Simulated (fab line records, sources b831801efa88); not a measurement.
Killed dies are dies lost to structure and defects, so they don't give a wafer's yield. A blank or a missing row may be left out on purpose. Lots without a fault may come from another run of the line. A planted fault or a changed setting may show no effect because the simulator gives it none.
Which tool did it? | flow gf180mcu | 11 lots, 33 wafers sampled, at 3 steps of a route of 602

WHAT THE GAUGES READ, wafer by wafer
GF_V4_RS_MEAS_24: measures by four-point-probe.
lot  | measured     | on            | V4_W_RS (ohm/sq)
L522 | day 24 16:49 | film_metro-02 | 0.334 0.328 0.336
L523 | day 24 20:25 | film_metro-02 | 0.326 0.324 0.322
L524 | day 25 07:01 | film_metro-02 | 0.326 0.323 0.321
L526 | day 25 20:20 | film_metro-02 | 0.328 0.330 0.327
L527 | day 25 23:07 | film_metro-01 | 0.334 0.331 0.334
L532 | day 28 02:59 | film_metro-01 | 0.331 0.328 0.333
L533 | day 28 06:16 | film_metro-02 | 0.331 0.333 0.726
L535 | day 28 19:52 | film_metro-02 | 0.713 0.326 0.702
L542 | day 30 13:19 | film_metro-01 | 0.328 0.325 0.330
L543 | day 30 20:52 | film_metro-03 | 0.329 0.324 0.325
L545 | day 31 10:46 | film_metro-02 | 0.330 0.334 0.327

WHICH TOOL RAN EACH LOT (tool, then ch and the chambers of the sampled wafers, then the start)
lot  | GF_V4_ETCH_16                      | GF_V4_CVD_23
L522 | rie_diel-04 ch 0,1, day 24 15:29   | cvd_w-02 ch 0,1, day 24 16:42
L523 | rie_diel-02 ch 0,1,3, day 24 19:08 | cvd_w-01 ch 0,1, day 24 20:17
L524 | rie_diel-02 ch 0,1,2, day 25 06:07 | cvd_w-01 ch 0,1, day 25 06:54
L526 | rie_diel-04 ch 1,2, day 25 19:23   | cvd_w-02 ch 0,1, day 25 20:13
L527 | rie_diel-01 ch 2,3, day 25 22:14   | cvd_w-01 ch 1, day 25 23:00
L532 | rie_diel-01 ch 0,1,2, day 28 02:02 | cvd_w-01 ch 0,1, day 28 02:52
L533 | rie_diel-04 ch 0,1,2, day 28 05:23 | cvd_w-01 ch 0,1, day 28 06:08
L535 | rie_diel-02 ch 1,2,3, day 28 18:56 | cvd_w-01 ch 0,1, day 28 19:44
L542 | rie_diel-01 ch 0,1,3, day 30 12:25 | cvd_w-02 ch 0,1, day 30 13:11
L543 | rie_diel-01 ch 1,2,3, day 30 19:52 | cvd_w-02 ch 0,1, day 30 20:44
L545 | rie_diel-04 ch 0,1, day 31 09:50   | cvd_w-01 ch 0,1, day 31 10:38
- GF_V4_ETCH_16: etches BARC in N2/H2.
- GF_V4_CVD_23: deposits W, target thk 350 nm, time 104.9 s.

THE ANSWER, worked out from the rows above alone
Rule: what is usual is taken from the lots themselves. Put in order of their means at a reading, lots are off if they are a third of the lots or fewer, leave a main group of 4 or more, and stand apart from it by a gap of 3 or more times the standard deviation of the main group's means; of several such gaps the widest counts. A main group whose means are all the same, to the digits that the tables above print for the reading, isn't used. A lot without any number at a reading at which 4 lots or more have one is off too. The other lots that the step has rows for count as sound.
Off: L533, L535, at GF_V4_RS_MEAS_24 (V4_W_RS). The main group: mean 0.328 ohm/sq, standard deviation 0.0033.
A tool fits if, at a process step before that reading, it ran every lot that is off, and no sound lot after the first of them. The gauges at GF_V4_RS_MEAS_24 are tried like those tools. None of those tried fits.

WHAT THE SIMULATOR HAD PUT IN
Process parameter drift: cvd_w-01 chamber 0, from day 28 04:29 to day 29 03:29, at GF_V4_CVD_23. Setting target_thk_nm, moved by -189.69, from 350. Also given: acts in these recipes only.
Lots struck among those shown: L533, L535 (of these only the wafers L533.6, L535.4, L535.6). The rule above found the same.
